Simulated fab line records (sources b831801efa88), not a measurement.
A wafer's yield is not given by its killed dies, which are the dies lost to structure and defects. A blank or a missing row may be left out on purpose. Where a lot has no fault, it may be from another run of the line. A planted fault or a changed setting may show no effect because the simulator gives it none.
The tool behind it: which one? / flow sky130 / 36 wafers from 12 lots sampled at 5 of the route's 708 steps

## WHAT THE GAUGES READ, wafer by wafer
SKY_POLY_GATE_THK_MEAS_01.
lot=L164; measured=day 13 22:46; on=film_metro-04; POLY_GATE_CVD_00_THK (nm)=177.9 177.8 178.4
lot=L165; measured=day 14 08:26; on=film_metro-04; POLY_GATE_CVD_00_THK (nm)=177.0 176.9 177.3
lot=L166; measured=day 15 00:44; on=film_metro-04; POLY_GATE_CVD_00_THK (nm)=180.8 180.7 180.6
lot=L167; measured=day 15 07:57; on=film_metro-02; POLY_GATE_CVD_00_THK (nm)=181.0 182.5 180.0
lot=L168; measured=day 15 07:58; on=film_metro-04; POLY_GATE_CVD_00_THK (nm)=180.3 180.3 181.2
lot=L169; measured=day 15 16:36; on=film_metro-04; POLY_GATE_CVD_00_THK (nm)=182.0 182.2 181.8
lot=L172; measured=day 17 01:07; on=film_metro-02; POLY_GATE_CVD_00_THK (nm)=181.1 179.9 181.1
lot=L173; measured=day 17 01:07; on=film_metro-04; POLY_GATE_CVD_00_THK (nm)=183.4 184.9 183.2
lot=L174; measured=day 18 03:21; on=film_metro-01; POLY_GATE_CVD_00_THK (nm)=175.7 176.4 177.1
lot=L180; measured=day 19 22:52; on=film_metro-01; POLY_GATE_CVD_00_THK (nm)=180.3 180.3 181.0
lot=L181; measured=day 19 22:52; on=film_metro-02; POLY_GATE_CVD_00_THK (nm)=182.7 182.0 182.7
lot=L186; measured=day 21 06:05; on=film_metro-04; POLY_GATE_CVD_00_THK (nm)=179.2 180.4 179.5

SKY_POLY_GATE_OVL_MEAS_14.
lot=L164; measured=day 16 06:14; on=overlay-01; POLY_GATE_OVL (nm)=-6 -2 -7
lot=L165; measured=day 16 19:45; on=overlay-01; POLY_GATE_OVL (nm)=-5 -4 -2
lot=L166; measured=day 17 09:07; on=overlay-01; POLY_GATE_OVL (nm)=5 -3 0
lot=L167; measured=day 17 16:35; on=overlay-02; POLY_GATE_OVL (nm)=-3 3 3
lot=L168; measured=day 17 17:36; on=overlay-01; POLY_GATE_OVL (nm)=8 8 6
lot=L169; measured=day 18 02:29; on=overlay-01; POLY_GATE_OVL (nm)=-3 -2 -7
lot=L172; measured=day 19 16:02; on=overlay-02; POLY_GATE_OVL (nm)=1 -2 4
lot=L173; measured=day 19 16:13; on=overlay-01; POLY_GATE_OVL (nm)=-2 -6 -1
lot=L174; measured=day 20 15:46; on=overlay-01; POLY_GATE_OVL (nm)=-3 -9 1
lot=L180; measured=day 22 12:44; on=overlay-01; POLY_GATE_OVL (nm)=0 -2 -2
lot=L181; measured=day 22 14:27; on=overlay-02; POLY_GATE_OVL (nm)=-8 -8 -5
lot=L186; measured=day 23 20:56; on=overlay-02; POLY_GATE_OVL (nm)=7 2 3

SKY_POLY_GATE_THK_MEAS_21.
lot=L164; measured=day 16 15:13; on=film_metro-01; POLY_GATE_OXIDATION_THK (nm)=4.11 4.07 4.02
lot=L165; measured=day 17 05:21; on=film_metro-04; POLY_GATE_OXIDATION_THK (nm)=4.23 4.34 4.24
lot=L166; measured=day 17 17:47; on=film_metro-02; POLY_GATE_OXIDATION_THK (nm)=4.11 4.05 4.09
lot=L167; measured=day 18 03:23; on=film_metro-02; POLY_GATE_OXIDATION_THK (nm)=3.98 4.12 4.02
lot=L168; measured=day 18 03:24; on=film_metro-01; POLY_GATE_OXIDATION_THK (nm)=3.91 4.08 3.95
lot=L169; measured=day 18 11:44; on=film_metro-04; POLY_GATE_OXIDATION_THK (nm)=4.26 4.08 4.21
lot=L172; measured=day 19 18:44; on=film_metro-04; POLY_GATE_OXIDATION_THK (nm)=3.99 3.93 3.95
lot=L173; measured=day 19 18:44; on=film_metro-02; POLY_GATE_OXIDATION_THK (nm)=4.26 4.14 4.11
lot=L174; measured=day 20 17:27; on=film_metro-04; POLY_GATE_OXIDATION_THK (nm)=4.03 3.90 3.95
lot=L180; measured=day 22 14:25; on=film_metro-02; POLY_GATE_OXIDATION_THK (nm)=6.33 6.38 6.41
lot=L181; measured=day 22 16:07; on=film_metro-02; POLY_GATE_OXIDATION_THK (nm)=4.00 4.04 3.99
lot=L186; measured=day 23 22:37; on=film_metro-02; POLY_GATE_OXIDATION_THK (nm)=6.46 6.44 6.54

SKY_LDD_N_OVL_MEAS_07.
lot=L164; measured=day 17 18:07; on=overlay-01; LDD_N_OVL (nm)=-1.3 -1.1 -0.1
lot=L165; measured=day 18 08:11; on=overlay-02; LDD_N_OVL (nm)=0.9 -0.3 0.7
lot=L166; measured=day 18 20:38; on=overlay-02; LDD_N_OVL (nm)=0.6 0.3 -0.1
lot=L167; measured=day 19 07:52; on=overlay-01; LDD_N_OVL (nm)=-1.4 -1.5 -1.3
lot=L168; measured=day 19 08:10; on=overlay-01; LDD_N_OVL (nm)=-3.0 -4.9 -1.9
lot=L169; measured=day 19 16:23; on=overlay-02; LDD_N_OVL (nm)=-2.9 -1.6 -0.5
lot=L172; measured=day 21 00:20; on=overlay-01; LDD_N_OVL (nm)=-0.5 -1.7 -1.6
lot=L173; measured=day 21 00:38; on=overlay-01; LDD_N_OVL (nm)=-1.1 -3.1 -1.5
lot=L174; measured=day 22 00:32; on=overlay-01; LDD_N_OVL (nm)=-0.6 -1.5 -1.4
lot=L180; measured=day 23 20:50; on=overlay-02; LDD_N_OVL (nm)=2.1 1.5 0.7
lot=L181; measured=day 23 22:44; on=overlay-02; LDD_N_OVL (nm)=-0.4 -1.1 0.3
lot=L186; measured=day 25 04:32; on=overlay-01; LDD_N_OVL (nm)=-1.0 -2.5 -1.7

## WHICH TOOL RAN EACH LOT (tool, then ch and the chambers of the sampled wafers, then the start)
lot=L164; SKY_POLY_GATE_OXIDATION_20=furnace-01 ch 0, day 16 13:58
lot=L165; SKY_POLY_GATE_OXIDATION_20=furnace-01 ch 0, day 17 04:05
lot=L166; SKY_POLY_GATE_OXIDATION_20=furnace-01 ch 0, day 17 16:31
lot=L167; SKY_POLY_GATE_OXIDATION_20=furnace-01 ch 0, day 18 02:08
lot=L168; SKY_POLY_GATE_OXIDATION_20=furnace-01 ch 0, day 18 02:08
lot=L169; SKY_POLY_GATE_OXIDATION_20=furnace-01 ch 0, day 18 10:27
lot=L172; SKY_POLY_GATE_OXIDATION_20=furnace-02 ch 0, day 19 17:28
lot=L173; SKY_POLY_GATE_OXIDATION_20=furnace-02 ch 0, day 19 17:28
lot=L174; SKY_POLY_GATE_OXIDATION_20=furnace-01 ch 0, day 20 16:11
lot=L180; SKY_POLY_GATE_OXIDATION_20=furnace-01 ch 0, day 22 13:10
lot=L181; SKY_POLY_GATE_OXIDATION_20=furnace-02 ch 0, day 22 14:52
lot=L186; SKY_POLY_GATE_OXIDATION_20=furnace-01 ch 0, day 23 21:21
- SKY_POLY_GATE_OXIDATION_20: stabilise 600 s, purge 300 s, target thk 4 nm.

## WHAT THE TOOLS THEMSELVES READ (means of the sampled wafers that have a number; where no wafer has one, the mark that the record gives instead)
SKY_POLY_GATE_OXIDATION_20.
lot=L164; tool=furnace-01; spike_tc_bottom_C (C)=865; spike_tc_centre_C (C)=851.1; spike_tc_lower_C (C)=851.0; spike_tc_top_C (C)=857; spike_tc_upper_C (C)=852.2; tube_center_temp_C (C)=850; tube_center_temp_C_max=852.5; zone_power_bottom_pct (%)=23.2; zone_power_lower_pct (%)=15.7; zone_power_top_pct (%)=31.0; zone_power_upper_pct (%)=15.26
lot=L165; tool=furnace-01; spike_tc_bottom_C (C)=866; spike_tc_centre_C (C)=850.5; spike_tc_lower_C (C)=849.8; spike_tc_top_C (C)=856; spike_tc_upper_C (C)=851.3; tube_center_temp_C (C)=850; tube_center_temp_C_max=852.6; zone_power_bottom_pct (%)=23.5; zone_power_lower_pct (%)=15.8; zone_power_top_pct (%)=30.6; zone_power_upper_pct (%)=15.20
lot=L166; tool=furnace-01; spike_tc_bottom_C (C)=866; spike_tc_centre_C (C)=849.8; spike_tc_lower_C (C)=851.9; spike_tc_top_C (C)=858; spike_tc_upper_C (C)=850.8; tube_center_temp_C (C)=850; tube_center_temp_C_max=852.4; zone_power_bottom_pct (%)=23.4; zone_power_lower_pct (%)=15.8; zone_power_top_pct (%)=30.8; zone_power_upper_pct (%)=15.11
lot=L167; tool=furnace-01; spike_tc_bottom_C (C)=867; spike_tc_centre_C (C)=850.0; spike_tc_lower_C (C)=852.0; spike_tc_top_C (C)=858; spike_tc_upper_C (C)=850.0; tube_center_temp_C (C)=850; tube_center_temp_C_max=852.2; zone_power_bottom_pct (%)=23.6; zone_power_lower_pct (%)=15.9; zone_power_top_pct (%)=30.4; zone_power_upper_pct (%)=15.28
lot=L168; tool=furnace-01; spike_tc_bottom_C (C)=866; spike_tc_centre_C (C)=851.3; spike_tc_lower_C (C)=850.6; spike_tc_top_C (C)=857; spike_tc_upper_C (C)=850.1; tube_center_temp_C (C)=850; tube_center_temp_C_max=852.0; zone_power_bottom_pct (%)=23.5; zone_power_lower_pct (%)=15.9; zone_power_top_pct (%)=30.9; zone_power_upper_pct (%)=15.18
lot=L169; tool=furnace-01; spike_tc_bottom_C (C)=867; spike_tc_centre_C (C)=851.3; spike_tc_lower_C (C)=850.7; spike_tc_top_C (C)=858; spike_tc_upper_C (C)=851.5; tube_center_temp_C (C)=850; tube_center_temp_C_max=852.0; zone_power_bottom_pct (%)=23.6; zone_power_lower_pct (%)=15.7; zone_power_top_pct (%)=31.0; zone_power_upper_pct (%)=15.10
lot=L172; tool=furnace-02; spike_tc_bottom_C (C)=875; spike_tc_centre_C (C)=850.8; spike_tc_lower_C (C)=850.3; spike_tc_top_C (C)=863; spike_tc_upper_C (C)=850.1; tube_center_temp_C (C)=850; tube_center_temp_C_max=852.2; zone_power_bottom_pct (%)=22.4; zone_power_lower_pct (%)=17.3; zone_power_top_pct (%)=30.5; zone_power_upper_pct (%)=15.70
lot=L173; tool=furnace-02; spike_tc_bottom_C (C)=875; spike_tc_centre_C (C)=850.6; spike_tc_lower_C (C)=851.2; spike_tc_top_C (C)=864; spike_tc_upper_C (C)=850.3; tube_center_temp_C (C)=850; tube_center_temp_C_max=851.8; zone_power_bottom_pct (%)=22.2; zone_power_lower_pct (%)=17.3; zone_power_top_pct (%)=30.9; zone_power_upper_pct (%)=15.53
lot=L174; tool=furnace-01; spike_tc_bottom_C (C)=866; spike_tc_centre_C (C)=850.2; spike_tc_lower_C (C)=851.7; spike_tc_top_C (C)=856; spike_tc_upper_C (C)=851.2; tube_center_temp_C (C)=850; tube_center_temp_C_max=852.0; zone_power_bottom_pct (%)=23.5; zone_power_lower_pct (%)=15.8; zone_power_top_pct (%)=30.9; zone_power_upper_pct (%)=15.11
lot=L180; tool=furnace-01; spike_tc_bottom_C (C)=907; spike_tc_centre_C (C)=890.4; spike_tc_lower_C (C)=890.1; spike_tc_top_C (C)=896; spike_tc_upper_C (C)=890.5; tube_center_temp_C (C)=890; tube_center_temp_C_max=891.7; zone_power_bottom_pct (%)=26.0; zone_power_lower_pct (%)=17.0; zone_power_top_pct (%)=33.2; zone_power_upper_pct (%)=16.78
lot=L181; tool=furnace-02; spike_tc_bottom_C (C)=874; spike_tc_centre_C (C)=850.0; spike_tc_lower_C (C)=849.7; spike_tc_top_C (C)=863; spike_tc_upper_C (C)=850.1; tube_center_temp_C (C)=850; tube_center_temp_C_max=852.3; zone_power_bottom_pct (%)=22.1; zone_power_lower_pct (%)=17.3; zone_power_top_pct (%)=30.5; zone_power_upper_pct (%)=15.83
lot=L186; tool=furnace-01; spike_tc_bottom_C (C)=905; spike_tc_centre_C (C)=890.3; spike_tc_lower_C (C)=890.7; spike_tc_top_C (C)=897; spike_tc_upper_C (C)=889.8; tube_center_temp_C (C)=890; tube_center_temp_C_max=891.8; zone_power_bottom_pct (%)=25.7; zone_power_lower_pct (%)=17.2; zone_power_top_pct (%)=33.0; zone_power_upper_pct (%)=16.55

## THE ANSWER, worked out from the rows above alone
Rule: the usual values come from the lots themselves. Put in order of their means at a reading, lots are off if they are a third of the lots or fewer, leave a main group of 4 or more, and stand apart from it by a gap of 3 or more times the standard deviation of the main group's means; of several such gaps the widest counts. Not used: any main group whose means are identical at the precision the tables above print for the reading. Also off: a lot with no number at a reading for which 4 or more lots have one. Where the step has rows for the other lots, those lots are counted as sound. The gauges are gone through in route order, then the tools' own readings, and for those a lot's mean is taken as printed above. The first step at which some lot is off is used, and at that step the reading that is off furthest; a lot without a number counts as furthest.
Off: L180, L186, at SKY_POLY_GATE_THK_MEAS_21 (POLY_GATE_OXIDATION_THK). Mean 4.07 nm and standard deviation 0.1 in the main group.
A tool fits if, at a process step before that reading, it ran every lot that is off, and no sound lot after the first of them. Not tried: the gauges at SKY_POLY_GATE_THK_MEAS_21; whatever is off there is also off at SKY_POLY_GATE_OXIDATION_20, on other tools, and gauge error can't account for it. One fits: SKY_POLY_GATE_OXIDATION_20 on furnace-01. Its last sound lot is L174 (day 20 16:11), its first lot that is off L180 (day 22 13:10): a fault that began between those two fits.
The tool's own readings at SKY_POLY_GATE_OXIDATION_20 bear it out: on the lots that are off they differ by more than 5 times the standard deviation of the sound lots' means. spike_tc_bottom_C reads 906 C there against 869 C on the sound lots; spike_tc_centre_C reads 890.3 C there against 850.6 C on the sound lots; spike_tc_lower_C reads 890.4 C there against 850.9 C on the sound lots; spike_tc_top_C reads 896 C there against 859 C on the sound lots; spike_tc_upper_C reads 890.1 C there against 850.8 C on the sound lots; tube_center_temp_C reads 890 C there against 850 C on the sound lots; tube_center_temp_C_max reads 891.8 there against 852.2 on the sound lots; zone_power_top_pct reads 33.1 % there against 30.8 % on the sound lots; zone_power_upper_pct reads 16.66 % there against 15.33 % on the sound lots.

## WHAT THE SIMULATOR PUT IN
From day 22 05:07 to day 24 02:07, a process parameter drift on furnace-01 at SKY_POLY_GATE_OXIDATION_20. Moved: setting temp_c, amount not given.
Shown lots that were struck: L180, L186. The rule above found the same.
